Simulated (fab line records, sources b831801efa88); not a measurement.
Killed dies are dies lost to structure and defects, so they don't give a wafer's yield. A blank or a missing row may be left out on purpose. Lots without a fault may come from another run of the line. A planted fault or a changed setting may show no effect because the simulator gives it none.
Which tool did it? | flow sky130 | 13 lots, 39 wafers sampled, at 6 steps of a route of 708

WHAT THE GAUGES READ, wafer by wafer
SKY_NWELL_TW_MEAS_15.
lot  | measured     | on            | NWELL_TW
L836 | day 4 19:54  | film_metro-03 | 1797 1799 1795
L837 | day 5 07:38  | film_metro-03 | 1791 1805 1807
L838 | day 5 07:40  | film_metro-04 | 1839 1835 1844
L848 | day 7 18:29  | film_metro-04 | 1829 1838 1833
L849 | day 7 22:17  | film_metro-03 | 1796 1790 1792
L850 | day 8 04:04  | film_metro-04 | 1826 1830 1822
L851 | day 8 07:46  | film_metro-04 | 1814 1811 1819
L852 | day 8 13:23  | film_metro-02 | 1830 1832 1826
L853 | day 8 17:49  | film_metro-02 | 1827 1817 1830
L856 | day 9 11:50  | film_metro-02 | 1802 1809 1818
L857 | day 9 17:11  | film_metro-04 | 1815 1826 1819
L858 | day 9 20:26  | film_metro-04 | 1819 1822 1815
L859 | day 10 02:53 | film_metro-02 | 1800 1808 1808

SKY_NWELL_TW_MEAS_26.
lot  | measured     | on            | NWELL_2_TW
L836 | day 5 13:51  | film_metro-04 | 503 501 499
L837 | day 6 02:22  | film_metro-03 | 489 488 487
L838 | day 6 02:41  | film_metro-03 | 29 30 30
L848 | day 8 14:38  | film_metro-02 | 498 499 499
L849 | day 8 19:26  | film_metro-04 | 499 495 497
L850 | day 8 23:52  | film_metro-04 | 498 498 498
L851 | day 9 04:37  | film_metro-04 | 495 497 496
L852 | day 9 10:34  | film_metro-03 | 496 495 495
L853 | day 9 14:37  | film_metro-04 | 497 496 497
L856 | day 10 09:23 | film_metro-03 | 490 493 492
L857 | day 10 15:29 | film_metro-02 | 491 491 490
L858 | day 10 18:55 | film_metro-03 | 491 489 488
L859 | day 11 01:08 | film_metro-04 | 503 500 502

SKY_NWELL_RS_MEAS_29: measures by four-point-probe.
lot  | measured     | on            | NWELL_RS (ohm/sq)
L836 | day 5 14:04  | film_metro-04 | 625.1 625.4 627.1
L837 | day 6 02:35  | film_metro-04 | 622.3 623.4 623.1
L838 | day 6 02:54  | film_metro-02 | 626.1 625.1 625.4
L848 | day 8 14:51  | film_metro-03 | 624.1 625.1 624.1
L849 | day 8 19:40  | film_metro-04 | 624.2 624.1 625.6
L850 | day 9 00:05  | film_metro-03 | 624.5 625.0 624.0
L851 | day 9 04:50  | film_metro-03 | 626.0 628.0 625.7
L852 | day 9 10:47  | film_metro-02 | 623.1 625.4 625.6
L853 | day 9 14:50  | film_metro-03 | 627.8 629.0 625.7
L856 | day 10 09:38 | film_metro-04 | 624.3 623.7 624.6
L857 | day 10 15:43 | film_metro-02 | 629.2 627.0 626.2
L858 | day 10 19:08 | film_metro-02 | 626.2 626.5 625.7
L859 | day 11 01:21 | film_metro-02 | 624.7 624.2 625.1

WHICH TOOL RAN EACH LOT (tool, then ch and the chambers of the sampled wafers, then the start)
lot  | SKY_FIELD_ISO_ETCH_15             | SKY_NWELL_STRIP_14                   | SKY_NWELL_STRIP_25
L836 | rie_diel-03 ch 1,3, day 2 06:52   | plasma_asher-01 ch 0,1, day 4 19:47  | plasma_asher-02 ch 0, day 5 13:44
L837 | rie_diel-04 ch 0,1,3, day 2 12:41 | plasma_asher-04 ch 0,1, day 5 07:33  | plasma_asher-04 ch 0,1, day 6 02:16
L838 | rie_diel-02 ch 0,1,2, day 2 15:29 | plasma_asher-02 ch 0,1, day 5 07:34  | plasma_asher-02 ch 0,1, day 6 02:35
L848 | rie_diel-02 ch 0,1,3, day 4 22:52 | plasma_asher-02 ch 0,1, day 7 18:23  | plasma_asher-04 ch 0,1, day 8 14:31
L849 | rie_diel-02 ch 0,1, day 5 01:13   | plasma_asher-02 ch 0,1, day 7 22:12  | plasma_asher-02 ch 0,1, day 8 19:21
L850 | rie_diel-03 ch 0,1,2, day 5 07:53 | plasma_asher-02 ch 0,1, day 8 03:58  | plasma_asher-01 ch 0,1, day 8 23:46
L851 | rie_diel-03 ch 1,2, day 5 10:22   | plasma_asher-02 ch 0,1, day 8 07:40  | plasma_asher-01 ch 0,1, day 9 04:31
L852 | rie_diel-03 ch 0,1,2, day 5 16:46 | plasma_asher-04 ch 0,1, day 8 13:17  | plasma_asher-04 ch 0,1, day 9 10:28
L853 | rie_diel-03 ch 0,2,3, day 5 20:37 | plasma_asher-02 ch 0,1, day 8 17:43  | plasma_asher-02 ch 0,1, day 9 14:31
L856 | rie_diel-03 ch 1,2, day 6 15:02   | plasma_asher-01 ch 0,1, day 9 11:45  | plasma_asher-01 ch 0,1, day 10 09:18
L857 | rie_diel-04 ch 0,1,2, day 6 18:50 | plasma_asher-01 ch 0,1, day 9 17:04  | plasma_asher-01 ch 0,1, day 10 15:23
L858 | rie_diel-04 ch 0,1,2, day 6 23:16 | plasma_asher-01 ch 0,1, day 9 20:20  | plasma_asher-01 ch 0,1, day 10 18:49
L859 | rie_diel-03 ch 0,1,3, day 7 04:46 | plasma_asher-01 ch 0,1, day 10 02:47 | plasma_asher-02 ch 0,1, day 11 01:01
- SKY_FIELD_ISO_ETCH_15: etches the open film in CHF3/O2, stops on Si, target depth 180 nm, time 72 s.
- SKY_NWELL_STRIP_14: strips in O2/N2.
- SKY_NWELL_STRIP_25: strips in O2/N2.

WHAT THE TOOLS THEMSELVES READ (means of the sampled wafers that have a number; where no wafer has one, the mark that the record gives instead)
SKY_FIELD_ISO_ETCH_15.
lot  | tool        | drypump_motor_current_A (A) | oes_product_au (a.u.) | throttle_valve_pct (%)
L836 | rie_diel-03 | 6.1                         | 0.945                 | 8.847
L837 | rie_diel-04 | 6.2                         | 0.944                 | 8.840
L838 | rie_diel-02 | 5.5                         | 0.939                 | 8.844
L848 | rie_diel-02 | 5.8                         | 0.946                 | 8.841
L849 | rie_diel-02 | 5.4                         | 0.938                 | 8.842
L850 | rie_diel-03 | 5.8                         | 0.937                 | 8.838
L851 | rie_diel-03 | 5.8                         | 0.941                 | 8.843
L852 | rie_diel-03 | 5.8                         | 0.934                 | 8.838
L853 | rie_diel-03 | 5.9                         | 0.937                 | 8.847
L856 | rie_diel-03 | 5.9                         | 0.949                 | 8.840
L857 | rie_diel-04 | 6.1                         | 0.947                 | 8.838
L858 | rie_diel-04 | 6.0                         | 0.938                 | 8.840
L859 | rie_diel-03 | 5.9                         | 0.942                 | 8.848

SKY_NWELL_STRIP_14.
lot  | tool            | drypump_motor_current_A (A) | oes_product_au (a.u.) | strip_time_to_endpoint_s (s)
L836 | plasma_asher-01 | 5.46                        | 0.723                 | 36.95
L837 | plasma_asher-04 | 5.98                        | 0.719                 | 37.15
L838 | plasma_asher-02 | 5.86                        | 0.949                 | -
L848 | plasma_asher-02 | 5.85                        | 0.723                 | 37.01
L849 | plasma_asher-02 | 5.82                        | 0.723                 | 36.91
L850 | plasma_asher-02 | 5.83                        | 0.725                 | 37.01
L851 | plasma_asher-02 | 5.81                        | 0.722                 | 37.02
L852 | plasma_asher-04 | 5.97                        | 0.722                 | 36.87
L853 | plasma_asher-02 | 5.83                        | 0.722                 | 36.99
L856 | plasma_asher-01 | 5.43                        | 0.722                 | 36.93
L857 | plasma_asher-01 | 5.45                        | 0.726                 | 36.98
L858 | plasma_asher-01 | 5.47                        | 0.726                 | 36.78
L859 | plasma_asher-01 | 5.45                        | 0.722                 | 36.88

SKY_NWELL_STRIP_25.
lot  | tool            | drypump_motor_current_A (A) | oes_product_au (a.u.) | strip_time_to_endpoint_s (s)
L836 | plasma_asher-02 | 5.80                        | 0.724                 | 37.06
L837 | plasma_asher-04 | 6.15                        | 0.728                 | 36.86
L838 | plasma_asher-02 | 5.83                        | 0.724                 | 50.14
L848 | plasma_asher-04 | 6.14                        | 0.721                 | 36.93
L849 | plasma_asher-02 | 5.84                        | 0.721                 | 37.03
L850 | plasma_asher-01 | 5.45                        | 0.724                 | 37.01
L851 | plasma_asher-01 | 5.44                        | 0.723                 | 36.93
L852 | plasma_asher-04 | 5.95                        | 0.724                 | 36.79
L853 | plasma_asher-02 | 5.84                        | 0.724                 | 37.01
L856 | plasma_asher-01 | 5.47                        | 0.722                 | 36.85
L857 | plasma_asher-01 | 5.43                        | 0.724                 | 37.02
L858 | plasma_asher-01 | 5.44                        | 0.718                 | 36.94
L859 | plasma_asher-02 | 5.84                        | 0.724                 | 36.86

THE ANSWER, worked out from the rows above alone
Rule: what is usual is taken from the lots themselves. Put in order of their means at a reading, lots are off if they are a third of the lots or fewer, leave a main group of 4 or more, and stand apart from it by a gap of 3 or more times the standard deviation of the main group's means; of several such gaps the widest counts. A main group whose means are all the same, to the digits that the tables above print for the reading, isn't used. A lot without any number at a reading at which 4 lots or more have one is off too. The other lots that the step has rows for count as sound. The gauges are gone through in route order, then the tools' own readings, and for those a lot's mean is taken as printed above. The first step at which some lot is off is used, and at that step the reading that is off furthest; a lot without a number counts as furthest.
Off: L838, at SKY_NWELL_TW_MEAS_26 (NWELL_2_TW). The main group: mean 495, standard deviation 4.3.
A tool fits if, at a process step before that reading, it ran every lot that is off, and no sound lot after the first of them. The gauges at SKY_NWELL_TW_MEAS_26 aren't tried: what is off there is off at SKY_NWELL_STRIP_14 too, on other tools, and a gauge's error can't cause that. None of those tried fits.

WHAT THE SIMULATOR HAD PUT IN
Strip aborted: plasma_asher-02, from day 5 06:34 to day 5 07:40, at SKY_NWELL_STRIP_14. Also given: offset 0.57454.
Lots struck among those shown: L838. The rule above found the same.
